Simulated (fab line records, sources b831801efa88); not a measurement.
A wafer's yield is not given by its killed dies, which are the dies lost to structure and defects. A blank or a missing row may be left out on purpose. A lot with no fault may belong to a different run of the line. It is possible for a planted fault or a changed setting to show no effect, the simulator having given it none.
What tool caused it? | flow sky130 | 24 lots, 72 wafers sampled, at 6 steps of a route of 708

== WHAT THE GAUGES READ, wafer by wafer ==
SKY_VIA2_BOW_MEAS_03. Usual: VIA2_BOW 86 um, standard deviation 7.
lot  | measured     | on           | VIA2_BOW (um) | flag
L074 | day 35 15:06 | filmMetro-01 | 84 86 88      | 
L075 | day 35 23:38 | filmMetro-01 | 86 80 79      | 
L076 | day 36 09:59 | filmMetro-03 | 89 96 87      | 
L077 | day 37 00:01 | filmMetro-02 | 99 91 94      | 
L079 | day 37 02:29 | filmMetro-02 | 90 77 97      | 
L078 | day 37 08:13 | filmMetro-02 | 77 78 84      | 
L080 | day 37 15:11 | filmMetro-02 | 82 68 74      | 
L081 | day 38 02:28 | filmMetro-02 | 84 90 94      | 
L082 | day 38 06:07 | filmMetro-03 | 87 76 77      | 
L083 | day 38 22:55 | filmMetro-02 | 96 92 87      | 
L084 | day 39 05:26 | filmMetro-03 | 86 86 84      | 
L085 | day 39 09:18 | filmMetro-01 | 82 87 84      | 
L086 | day 39 11:05 | filmMetro-02 | 83 87 76      | 
L087 | day 39 18:09 | filmMetro-02 | 87 80 98      | 
L088 | day 40 09:29 | filmMetro-02 | 84 82 86      | 
L089 | day 40 14:35 | filmMetro-03 | 77 85 83      | 
L090 | day 40 18:19 | filmMetro-02 | 91 87 90      | 
L091 | day 40 20:47 | filmMetro-02 | 75 98 89      | 
L092 | day 41 03:51 | filmMetro-02 | 84 83 82      | 
L094 | day 41 12:22 | filmMetro-01 | 88 88 86      | 
L093 | day 41 13:43 | filmMetro-03 | 91 90 85      | 
L095 | day 42 02:08 | filmMetro-02 | 94 103 86     | 
L096 | day 42 05:54 | filmMetro-02 | 98 83 85      | 
L097 | day 42 07:05 | filmMetro-01 | 81 79 86      | 

SKY_VIA3_THK_MEAS_23: measures by xrf. Usual: VIA3_W_THK 386 nm, standard deviation 7.3.
lot  | measured     | on           | VIA3_W_THK (nm) | flag
L074 | day 40 04:10 | filmMetro-01 | 385 398 396     | 
L075 | day 40 10:13 | filmMetro-03 | 383 375 379     | 
L076 | day 40 20:33 | filmMetro-04 | 396 404 404     | 
L077 | day 41 09:04 | filmMetro-01 | 393 385 383     | 
L079 | day 41 12:29 | filmMetro-04 | 377 379 376     | 
L078 | day 41 18:10 | filmMetro-03 | 390 390 401     | 
L080 | day 42 00:13 | filmMetro-04 | 399 389 390     | 
L081 | day 42 09:49 | filmMetro-01 | 388 377 382     | 
L082 | day 42 15:25 | filmMetro-01 | 396 396 394     | 
L083 | day 43 06:06 | filmMetro-03 | 390 387 398     | 
L084 | day 43 10:44 | filmMetro-03 | 386 386 389     | 
L085 | day 43 15:58 | filmMetro-04 | 384 382 385     | 
L086 | day 43 16:48 | filmMetro-01 | 389 383 389     | 
L087 | day 43 23:29 | filmMetro-03 | 381 379 373     | 
L088 | day 44 12:03 | filmMetro-03 | 388 387 385     | 
L089 | day 44 17:11 | filmMetro-03 | 394 389 396     | 
L090 | day 44 19:53 | filmMetro-01 | 392 380 378     | 
L091 | day 45 00:55 | filmMetro-03 | 387 374 382     | 
L092 | day 45 06:55 | filmMetro-04 | 386 378 384     | 
L094 | day 45 12:28 | filmMetro-03 | 382 381 386     | 
L093 | day 45 15:05 | filmMetro-04 | 382 395 384     | 
L095 | day 46 01:24 | filmMetro-01 | 374 382 378     | 
L096 | day 46 06:26 | filmMetro-04 | 390 391 376     | 
L097 | day 46 06:48 | filmMetro-04 | 379 375 375     | 

SKY_PAD_OPEN_BOW_MEAS_13. Usual: PAD_OPEN_BOW 47 um, standard deviation 9.6.
lot  | measured     | on           | PAD_OPEN_BOW (um) | flag
L074 | day 46 05:58 | filmMetro-03 | 42 43 48          | 
L075 | day 46 12:07 | filmMetro-03 | 48 43 42          | 
L076 | day 46 20:51 | filmMetro-02 | 46 54 42          | 
L077 | day 47 09:01 | filmMetro-04 | 64 58 60          | 
L079 | day 47 09:45 | filmMetro-03 | 53 42 61          | 
L078 | day 47 15:09 | filmMetro-02 | 36 38 44          | 
L080 | day 47 19:20 | filmMetro-02 | 32 16 22          | 
L081 | day 48 04:20 | filmMetro-04 | 54 58 62          | 
L082 | day 48 08:17 | filmMetro-04 | 48 42 41          | 
L083 | day 48 20:40 | filmMetro-03 | 60 56 51          | 
L084 | day 48 22:52 | filmMetro-02 | 54 57 54          | 
L085 | day 49 03:26 | filmMetro-03 | 39 44 38          | 
L086 | day 49 04:02 | filmMetro-04 | 47 51 40          | 
L087 | day 49 10:18 | filmMetro-04 | 52 43 62          | 
L088 | day 49 21:22 | filmMetro-03 | 48 43 47          | 
L089 | day 49 22:34 | filmMetro-03 | 42 50 49          | 
L090 | day 50 00:11 | filmMetro-04 | 55 50 56          | 
L091 | day 50 08:03 | filmMetro-02 | 25 44 35          | 
L092 | day 50 12:12 | filmMetro-04 | 41 36 38          | 
L094 | day 50 15:01 | filmMetro-02 | 39 41 38          | 
L093 | day 50 16:29 | filmMetro-02 | 48 50 43          | 
L095 | day 51 00:41 | filmMetro-02 | 57 64 46          | 
L096 | day 51 06:16 | filmMetro-03 | 56 42 42          | 
L097 | day 51 07:48 | filmMetro-03 | 38 37 40          | 

== EACH LOT AND THE TOOL THAT RAN IT (in order: tool; ch and the chambers of the sampled wafers; start) ==
lot  | SKY_METAL3_DESCUM_15             | SKY_VIA3_CMP_02               | SKY_METAL5_SPUTTER_02
L074 | rieMetal-03 ch 0,1, day 38 23:49 | cmp-01 ch 0,1,3, day 39 01:41 | pvdSputter-02, day 43 07:59
L075 | rieMetal-04 ch 0,1, day 39 06:29 | cmp-02 ch 1,2,3, day 39 07:45 | pvdSputter-03, day 43 14:52
L076 | rieMetal-03 ch 0, day 39 17:14   | cmp-01 ch 0,1, day 39 18:23   | pvdSputter-02, day 44 01:30
L077 | rieMetal-04 ch 0,1, day 40 05:59 | cmp-02 ch 0,1, day 40 07:08   | pvdSputter-02, day 44 11:57
L079 | rieMetal-01 ch 0,1, day 40 09:23 | cmp-02 ch 1,2,3, day 40 10:44 | pvdSputter-03, day 44 14:16
L078 | rieMetal-04 ch 0,1, day 40 14:53 | cmp-01 ch 0,1,2, day 40 16:13 | pvdSputter-02, day 44 21:52
L080 | rieMetal-03 ch 0,1, day 40 20:27 | cmp-02 ch 0,2, day 40 21:46   | pvdSputter-02, day 45 00:40
L081 | rieMetal-01 ch 0,1, day 41 07:24 | cmp-01 ch 0,2,3, day 41 08:37 | pvdSputter-03, day 45 10:51
L082 | rieMetal-01 ch 0,1, day 41 12:02 | cmp-02 ch 0,2,3, day 41 13:46 | pvdSputter-03, day 45 16:10
L083 | rieMetal-03 ch 0,1, day 42 03:44 | cmp-02 ch 0,1,2, day 42 05:02 | pvdSputter-04, day 46 06:12
L084 | rieMetal-01 ch 0,1, day 42 08:49 | cmp-02 ch 1,3, day 42 10:10   | pvdSputter-03, day 46 08:59
L085 | rieMetal-01 ch 1, day 42 13:35   | cmp-02 ch 0,3, day 42 14:50   | pvdSputter-03, day 46 13:15
L086 | rieMetal-03 ch 0,1, day 42 14:20 | cmp-02 ch 0,1, day 42 15:33   | pvdSputter-02, day 46 13:26
L087 | rieMetal-03 ch 0, day 42 21:53   | cmp-02 ch 0,2, day 42 23:02   | pvdSputter-02, day 46 21:28
L088 | rieMetal-01 ch 0,1, day 43 10:53 | cmp-01 ch 0,1,2, day 43 12:02 | pvdSputter-02, day 47 08:18
L089 | rieMetal-04 ch 0,1, day 43 16:53 | cmp-01 ch 0,1, day 43 18:05   | pvdSputter-03, day 47 12:49
L090 | rieMetal-03 ch 0,1, day 43 19:02 | cmp-02 ch 0,3, day 43 20:11   | pvdSputter-03, day 47 14:11
L091 | rieMetal-03 ch 1, day 43 23:53   | cmp-02 ch 0,1, day 44 01:04   | pvdSputter-02, day 47 21:50
L092 | rieMetal-04 ch 0,1, day 44 05:53 | cmp-02 ch 0,1,2, day 44 07:02 | pvdSputter-03, day 48 03:34
L094 | rieMetal-04 ch 0,1, day 44 11:59 | cmp-01 ch 0,1,3, day 44 13:10 | pvdSputter-03, day 48 06:14
L093 | rieMetal-01 ch 0,1, day 44 14:14 | cmp-01 ch 0,1, day 44 15:25   | pvdSputter-02, day 48 07:25
L095 | rieMetal-03 ch 1, day 45 01:25   | cmp-01 ch 0,3, day 45 02:34   | pvdSputter-03, day 48 18:20
L096 | rieMetal-04 ch 0,1, day 45 06:14 | cmp-01 ch 1,2,3, day 45 07:59 | pvdSputter-04, day 49 00:56
L097 | rieMetal-01 ch 0,1, day 45 06:19 | cmp-01 ch 0,1,2, day 45 08:08 | pvdSputter-02, day 49 01:14
- SKY_METAL3_DESCUM_15: chemistry O2, time 8 s.
- SKY_VIA3_CMP_02: polishes SiO2.
- SKY_METAL5_SPUTTER_02: material AlCu, target thk 1150 nm, time 61.2 s.

== WHAT THE TOOLS THEMSELVES READ (means of the sampled wafers that have a number; where no wafer has one, the mark that the record gives instead) ==
SKY_METAL3_DESCUM_15. Usual: drypumpMotorCurrentA 5.7 A, standard deviation 0.42; oesProductAu 0.996 a.u., standard deviation 0.015.
lot  | tool        | drypumpMotorCurrentA (A) | oesProductAu (a.u.) | flag
L074 | rieMetal-03 | 6.0                      | 0.992               | 
L075 | rieMetal-04 | 5.1                      | 1.003               | 
L076 | rieMetal-03 | 5.6                      | 0.986               | 
L077 | rieMetal-04 | 5.1                      | 0.985               | 
L079 | rieMetal-01 | 6.0                      | 1.018               | 
L078 | rieMetal-04 | 5.1                      | 0.979               | 
L080 | rieMetal-03 | 5.8                      | 0.987               | 
L081 | rieMetal-01 | 6.0                      | 1.019               | 
L082 | rieMetal-01 | 6.0                      | 1.020               | 
L083 | rieMetal-03 | 6.0                      | 1.002               | 
L084 | rieMetal-01 | 6.0                      | 1.001               | 
L085 | rieMetal-01 | 6.0                      | 1.003               | 
L086 | rieMetal-03 | 5.8                      | 0.987               | 
L087 | rieMetal-03 | 5.6                      | 0.979               | 
L088 | rieMetal-01 | 6.0                      | 1.001               | 
L089 | rieMetal-04 | 5.1                      | 0.983               | 
L090 | rieMetal-03 | 6.0                      | 0.992               | 
L091 | rieMetal-03 | 6.2                      | 0.997               | 
L092 | rieMetal-04 | 5.1                      | 0.989               | 
L094 | rieMetal-04 | 5.1                      | 0.985               | 
L093 | rieMetal-01 | 6.0                      | 1.002               | 
L095 | rieMetal-03 | 6.2                      | 1.005               | 
L096 | rieMetal-04 | 5.1                      | 0.995               | 
L097 | rieMetal-01 | 6.0                      | 0.997               | 

SKY_VIA3_CMP_02. Usual: motorCurrentA 12.4 A, standard deviation 1.8; slurryFilterDpKPa 13.51 kPa, standard deviation 0.12.
lot  | tool   | motorCurrentA (A) | slurryFilterDpKPa (kPa) | flag
L074 | cmp-01 | 11.0              | 13.38                   | 
L075 | cmp-02 | 13.3              | 13.57                   | 
L076 | cmp-01 | 11.9              | 13.46                   | 
L077 | cmp-02 | 11.0              | 13.53                   | 
L079 | cmp-02 | 13.6              | 13.58                   | 
L078 | cmp-01 | 12.6              | 13.51                   | 
L080 | cmp-02 | 14.4              | 13.51                   | 
L081 | cmp-01 | 11.8              | 13.38                   | 
L082 | cmp-02 | 13.6              | 13.59                   | 
L083 | cmp-02 | 12.5              | 13.42                   | 
L084 | cmp-02 | 12.7              | 13.55                   | 
L085 | cmp-02 | 12.6              | 13.52                   | 
L086 | cmp-02 | 11.6              | 13.38                   | 
L087 | cmp-02 | 13.9              | 13.57                   | 
L088 | cmp-01 | 12.3              | 13.54                   | 
L089 | cmp-01 | 11.8              | 13.48                   | 
L090 | cmp-02 | 12.3              | 13.56                   | 
L091 | cmp-02 | 11.3              | 13.52                   | 
L092 | cmp-02 | 12.4              | 13.53                   | 
L094 | cmp-01 | 11.3              | 13.50                   | 
L093 | cmp-01 | 12.1              | 13.37                   | 
L095 | cmp-01 | 12.2              | 13.50                   | 
L096 | cmp-01 | 11.1              | 13.66                   | 
L097 | cmp-01 | 12.6              | 13.47                   | 

SKY_METAL5_SPUTTER_02. Usual: 30.1 % for throttleValvePct, sd 0.61.
lot  | tool          | throttleValvePct (%) | flag
L074 | pvdSputter-02 | 30.7                 | 
L075 | pvdSputter-03 | 29.8                 | 
L076 | pvdSputter-02 | 30.4                 | 
L077 | pvdSputter-02 | 30.6                 | 
L079 | pvdSputter-03 | 29.2                 | 
L078 | pvdSputter-02 | 30.2                 | 
L080 | pvdSputter-02 | 30.5                 | 
L081 | pvdSputter-03 | 29.6                 | 
L082 | pvdSputter-03 | 30.0                 | 
L083 | pvdSputter-04 | 29.5                 | 
L084 | pvdSputter-03 | 29.4                 | 
L085 | pvdSputter-03 | 30.5                 | 
L086 | pvdSputter-02 | 30.4                 | 
L087 | pvdSputter-02 | 30.4                 | 
L088 | pvdSputter-02 | 30.6                 | 
L089 | pvdSputter-03 | 30.4                 | 
L090 | pvdSputter-03 | 30.2                 | 
L091 | pvdSputter-02 | 30.2                 | 
L092 | pvdSputter-03 | 29.4                 | 
L094 | pvdSputter-03 | 29.8                 | 
L093 | pvdSputter-02 | 30.5                 | 
L095 | pvdSputter-03 | 29.8                 | 
L096 | pvdSputter-04 | 29.4                 | 
L097 | pvdSputter-02 | 30.4                 | 

== THE ANSWER, worked out from the rows above alone ==
Rule: lot off if the mean of its wafers having a number is beyond 3 standard deviations from the usual mean. Also off: a lot with no number at a reading for which 4 or more lots have one. Where the step has rows for the other lots, those lots are counted as sound. Order of review: gauges by route order, followed by the tools' own readings, for which a lot's mean as printed above is used. At the first step where some lot is off, the reading lying furthest off is the one used; lots without a number count as furthest.
No lot is off at any reading shown: from this, nothing can be told.

== WHAT HAD BEEN PUT IN BY THE SIMULATOR ==
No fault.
